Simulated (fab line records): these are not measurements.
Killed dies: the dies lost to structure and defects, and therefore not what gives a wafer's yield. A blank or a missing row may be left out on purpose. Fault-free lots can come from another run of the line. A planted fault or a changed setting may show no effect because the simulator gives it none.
Code-filled problem report in 8D (eight disciplines) form + flow sky130 + the parts of the form that need people (team, actions taken, sign-off) are left out

== 1. WHAT WENT WRONG ==
Mean of spinSpeedRpm at SKY_VT_ADJUST_LVTN_COAT_13: 3117.7 rpm across 6 wafers in 2 lots; on wafers with no fault it is 3000.3 rpm (standard deviation 2.1). Relative to the usual mean, that is a shift of +56 standard deviations.
The step: resist thk 1140 nm.
First seen on wafer L669.2, day 11 22:26, on lithoTrack-04. The record has a number at this step for 39 wafers belonging to 13 lots. The rule behind "out" and "out of limits": a value lying over 4 standard deviations away from the usual mean. The rest of the wafers with a number are treated as sound.

== 2. WHAT IT IS, WHAT IT ISN'T ==
| question                    | is                     | is not                                                                    |
|-----------------------------|------------------------|---------------------------------------------------------------------------|
| which readings at this step | spinSpeedRpm           | -                                                                         |
| which lots                  | L669, L671             | L652, L654, L656, L657, L658, L659, L661, L662, L668, L672, L673          |
| which wafers of those lots  | all that have a number | -                                                                         |
| read on which tools         | lithoTrack-04          | lithoTrack-02, lithoTrack-03                                              |
| when                        | from day 11 22:26      | up to then (27 sound wafers); but 6 sound wafers of L672, L673 came after |

== 3. SUSPECTS, AND WHAT RULES EACH OUT ==
Counting: a tool at a process step up to the reading stays a suspect if it ran every lot that is out and no sound lot after the first of them.
- lithoTrack-04 at SKY_VT_ADJUST_LVTN_COAT_13 (resist thk 1140 nm): kept. It ran every lot that is out, first L669 (day 11 22:26), and no sound lot after that; its last sound lot up to then is L661 (day 9 22:39). Its own spinSpeedRpm readings are out on those wafers.
Left after counting: lithoTrack-04 at SKY_VT_ADJUST_LVTN_COAT_13.

== 4. THE CAUSE (what the simulator had put in) ==
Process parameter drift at SKY_VT_ADJUST_LVTN_COAT_13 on lithoTrack-04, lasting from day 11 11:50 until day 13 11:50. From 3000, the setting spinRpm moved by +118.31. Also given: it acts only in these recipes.
The count eliminated every tool but this one.

== 5. THE EFFECT CHAIN, in route order ==
Each row: a reading where the mean over the struck wafers with a number is more than 3 standard deviations away from the usual. Scope: only readings with a usual standard deviation given in the record; hours: median across lots of the time from each lot's start at the first step in this table that gives one to its start at this step; sigmas: change in usual standard deviations.
| hours | step                        | reading              | usual      | on struck wafers | change | sigmas |
|-------|-----------------------------|----------------------|------------|------------------|--------|--------|
| 0     | SKY_VT_ADJUST_LVTN_COAT_13  | spinSpeedRpm         | 3000.3 rpm | 3117.7           | +117.4 | +56    |
| 12    | SKY_VT_ADJUST_LVTN_STRIP_20 | stripTimeToEndpointS | 14.18 s    | 13.92            | -0.26  | -6.1   |
Process steps it contains:
- SKY_VT_ADJUST_LVTN_COAT_13: resist thk 1140 nm.
- SKY_VT_ADJUST_LVTN_STRIP_20: strips in O2/N2.
Later steps that measure or inspect, where all struck wafers having a row at the step show a number for every such reading and not one has moved that far: SKY_VT_ADJUST_NCORE_OVL_MEAS_08.

== 6. HOW IT WOULD HAVE BEEN CAUGHT EARLIER ==
The fault began at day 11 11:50; the first out-of-limits reading in this record came at day 11 22:26, 11 hours later.
